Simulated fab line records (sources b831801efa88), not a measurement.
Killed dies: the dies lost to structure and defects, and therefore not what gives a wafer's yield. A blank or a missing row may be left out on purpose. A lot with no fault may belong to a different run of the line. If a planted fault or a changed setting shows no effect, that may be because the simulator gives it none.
A struck lot beside a sound one ; flow sky130 ; 21 out of 708 route steps
Sound: wafers L619.3, L619.4, L619.5. Struck: wafers L625.2, L625.5, L625.6. The cause comes at the end.
Order at every step that has rows: each side's tool, ch and its chambers, its first start. Under that, the readings that differ: sound wafers ; struck wafers ; difference of the means ; sigmas: that difference in standard deviations of wafers without a fault.
alike: readings with means less than 2 such deviations apart, plus words and numbers identical on both sides. not compared: withheld readings, readings lacking a value on some wafer, bounds such as >300 that could conceal the same value, and numbers that have no deviation in the record and whose values overlap.
A row with sigmas, a row that says differs or no value, or rows on one side alone: a step with any of these is where the two part. Numbers that have no deviation but don't overlap get no sigmas and don't part them. A reading that every wafer of one side lacks parts them only if that side has two wafers or more.

SKY_POLY_GATE_THK_MEAS_21:
  sound on film metro-03 at day 18 14:41; struck on film metro-04 at day 21 04:59
  alike: POLY_GATE_OXIDATION_THK
SKY_POLY_GATE_CD_MEAS_22:
  sound on cd sem-02 at day 18 14:47; struck on cd sem-02 at day 21 05:04
  alike: cd nm
then, 7 steps without rows for these wafers: SKY_LDD_N_DEHYDRATE_00 (time 60 s); SKY_LDD_N_HMDS_01 (prime time 60 s); SKY_LDD_N_COAT_02 (resist thk 300 nm); SKY_LDD_N_SOFTBAKE_03 (time 60 s); SKY_LDD_N_EXPOSE_04 (exposes mask NTM, target cd 840 nm); SKY_LDD_N_PEB_05; SKY_LDD_N_DEVELOP_06 (develop time 60 s).
SKY_LDD_N_OVL_MEAS_07:
  sound on overlay-02 at day 19 21:33; struck on overlay-01 at day 22 12:13
  alike: LDD_N_OVL
then, 2 steps without rows for these wafers: SKY_LDD_N_IMPLANT_08; SKY_LDD_N_IMPLANT_09.
SKY_LDD_N_IMPLANT_10:
  sound on implanter-02 ch 0, day 19 21:55; struck on implanter-02 ch 0, day 22 12:35
reading;sound;struck;difference;sigmas
beam on s (s);10.27 10.22 10.07;8.02 8.06 8.06;-2.14;-9
faraday current uA;412 415 418;526 524 522;+109;+11
  alike: dose ions cm2
then, 5 steps without rows for these wafers: SKY_LDD_N_IMPLANT_11; SKY_LDD_N_IMPLANT_12; SKY_LDD_N_IMPLANT_13; SKY_LDD_N_IMPLANT_14; SKY_LDD_N_IMPLANT_15.
SKY_LDD_N_STRIP_16: strips in O2/N2.
  sound on plasma asher-04 ch 0,1, day 19 22:49; struck on plasma asher-04 ch 0,1, day 22 13:27
reading;sound;struck;difference;sigmas
strip time to endpoint s (s);4.307 4.319 4.335;4.270 4.264 4.268;-0.053;-3
  alike: drypump motor current A, o2 flow sccm, oes product au
  not compared: rf hours counter h
SKY_LDD_N_TW_MEAS_17:
  sound on film metro-03 at day 19 22:53; struck on film metro-01 at day 22 13:34
reading;sound;struck;difference;sigmas
LDD_N_TW;2630 2624 2618;2533 2547 2536;-85;-5
-- record jumps: 27 days separate the struck wafers' starts on either side; left off in module LDD_N, taken up again in module PAD_OPEN, whose first shown step is the route's number 708 --
SKY_PAD_OPEN_PROBE_99:
  sound on prober-02 at day 47 12:05; struck on prober-01 at day 49 03:47
reading;sound;struck;difference;sigmas
model.etest.tip n.rs ohm sq;435.1 437.1 438.4;459.4 461.5 462.2;+24.2;
  alike: killed_at_M0_to_M3, killed_at_M4_up, killed at contacts, killed at front end, killed at other, killed dies, killed open, killed short

WHERE THEY PART
First at SKY_LDD_N_IMPLANT_10; last, within this record, at SKY_LDD_N_TW_MEAS_17. Later steps at which nothing parts them and some readings are alike: SKY_PAD_OPEN_PROBE_99.

WHY: whatever the simulator had introduced
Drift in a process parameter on implanter-02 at SKY_LDD_N_IMPLANT_10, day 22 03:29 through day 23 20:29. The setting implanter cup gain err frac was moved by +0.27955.
